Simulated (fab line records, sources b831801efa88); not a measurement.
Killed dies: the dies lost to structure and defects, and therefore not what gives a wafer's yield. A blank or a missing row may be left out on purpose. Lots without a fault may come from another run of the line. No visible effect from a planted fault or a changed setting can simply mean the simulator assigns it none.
Which tool was responsible?    flow sky130    13 lots with 39 wafers sampled at 3 steps, on a route of 708 steps

== WHAT THE GAUGES SHOWED, per wafer ==
SKY_VT_ADJUST_PCH_OVL_MEAS_07. Usual: VT_ADJUST_PCH_OVL -0.3 nm, standard deviation 1.3.
lot   measured      on          VT_ADJUST_PCH_OVL (nm)  flag
L286  day 10 04:53  overlay-01  0.4 0.8 0.3             
L287  day 10 16:08  overlay-01  1.6 0.3 1.8             
L288  day 11 02:59  overlay-02  1.5 1.2 1.6             
L289  day 11 05:07  overlay-02  -0.4 -0.4 0.0           
L290  day 11 15:32  overlay-01  -2.3 -0.5 -1.6          
L294  day 12 20:02  overlay-01  1.4 0.8 0.2             
L298  day 14 07:50  overlay-02  0.1 -0.8 0.1            
L299  day 14 11:20  overlay-01  -0.2 0.0 1.4            
L300  day 14 23:31  overlay-02  -0.7 0.3 -0.2           
L302  day 15 13:41  overlay-01  -2.4 -2.3 -1.2          
L304  day 16 05:41  overlay-01  -1.3 -0.9 -1.4          
L308  day 17 14:32  overlay-02  -1.9 -1.7 -2.1          
L309  day 17 19:56  overlay-02  0.2 0.4 -1.3            

SKY_POLY_GATE_CD_MEAS_13 targets a cd of 150 nm. Usual: cd-nm reads 150.3 nm (standard deviation 1.3).
lot   measured      on         cd-nm (nm)         flag
L286  day 15 23:59  cd-sem-01  152.7 151.5 152.5  
L287  day 16 16:02  cd-sem-01  150.1 150.3 150.4  
L288  day 17 05:07  cd-sem-02  149.1 150.6 151.2  
L289  day 17 06:38  cd-sem-01  148.6 150.0 148.5  
L290  day 17 20:18  cd-sem-02  146.5 147.7 147.8  
L294  day 19 06:26  cd-sem-01  151.0 150.7 152.3  
L298  day 20 23:57  cd-sem-02  151.6 151.6 151.8  
L299  day 21 05:22  cd-sem-02  149.0 149.2 149.0  
L300  day 21 16:14  cd-sem-02  149.8 150.3 149.7  
L302  day 22 08:26  cd-sem-02  150.6 150.3 149.5  
L304  day 23 04:14  cd-sem-02  151.9 151.3 150.2  
L308  day 24 08:39  cd-sem-01  150.1 149.1 148.9  
L309  day 25 06:16  cd-sem-01  151.0 149.7 150.6  

== WHAT TOOL EACH LOT RAN ON (gives the tool, then ch and the chambers of the sampled wafers, and finally the start) ==
lot   SKY_RES_PROTECT_COAT_02
L286  litho-track-01 ch 0, day 14 03:23
L287  litho-track-03 ch 0, day 14 20:16
L288  litho-track-01 ch 0, day 15 08:35
L289  litho-track-04 ch 0, day 15 09:43
L290  litho-track-04 ch 0, day 15 23:00
L294  litho-track-03 ch 0, day 17 05:44
L298  litho-track-04 ch 0, day 19 00:57
L299  litho-track-01 ch 0, day 19 03:56
L300  litho-track-03 ch 0, day 19 15:25
L302  litho-track-04 ch 0, day 20 09:31
L304  litho-track-04 ch 0, day 21 03:07
L308  litho-track-04 ch 0, day 22 09:21
L309  litho-track-04 ch 0, day 23 07:34
- SKY_RES_PROTECT_COAT_02: resist thk 1140 nm.

== WHAT THE TOOLS THEMSELVES READ (means of the sampled wafers that have a number; where no wafer has one, the mark that the record gives instead) ==
SKY_RES_PROTECT_COAT_02. Usual: spin-speed-rpm reads 3000.0 rpm (standard deviation 2.2).
lot   tool            spin-speed-rpm (rpm)  flag
L286  litho-track-01  2998.9                
L287  litho-track-03  2999.1                
L288  litho-track-01  3002.7                
L289  litho-track-04  3001.3                
L290  litho-track-04  2998.7                
L294  litho-track-03  3003.4                
L298  litho-track-04  2998.7                
L299  litho-track-01  2999.5                
L300  litho-track-03  3000.5                
L302  litho-track-04  3000.5                
L304  litho-track-04  2998.8                
L308  litho-track-04  2949.8                OFF
L309  litho-track-04  2950.2                OFF

== THE ANSWER, worked out from the rows above alone ==
Rule: lot off if the mean of its wafers having a number is beyond 3 standard deviations from the usual mean. Also off: a lot with no number at a reading for which 4 or more lots have one. Any other lot the step has rows for is counted as sound. Order of review: gauges by route order, followed by the tools' own readings, for which a lot's mean as printed above is used. At the first step where some lot is off, the reading lying furthest off is the one used; lots without a number count as furthest.
Off at SKY_RES_PROTECT_COAT_02 (spin-speed-rpm): L308, L309.
If a tool, at that step or one of the process steps before it, ran each lot that is off and ran no sound lot following the first of them, it fits. One fits: litho-track-04 at SKY_RES_PROTECT_COAT_02. Its last sound lot is L304 (day 21 03:07), its first lot that is off L308 (day 22 09:21): a fault that began between those two fits.
On the lots that are off, the tool's own readings at SKY_RES_PROTECT_COAT_02 differ by more than 5 times the standard deviation of the sound lots' means, which bears it out; spin-speed-rpm reads 2950.0 rpm there versus 3000.2 rpm on the sound lots.

== WHAT THE SIMULATOR HAD PUT IN ==
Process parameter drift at SKY_RES_PROTECT_COAT_02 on litho-track-04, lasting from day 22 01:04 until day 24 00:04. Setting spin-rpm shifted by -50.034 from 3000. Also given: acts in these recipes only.
Shown lots that were struck: L308, L309. The rule above reached the same finding.
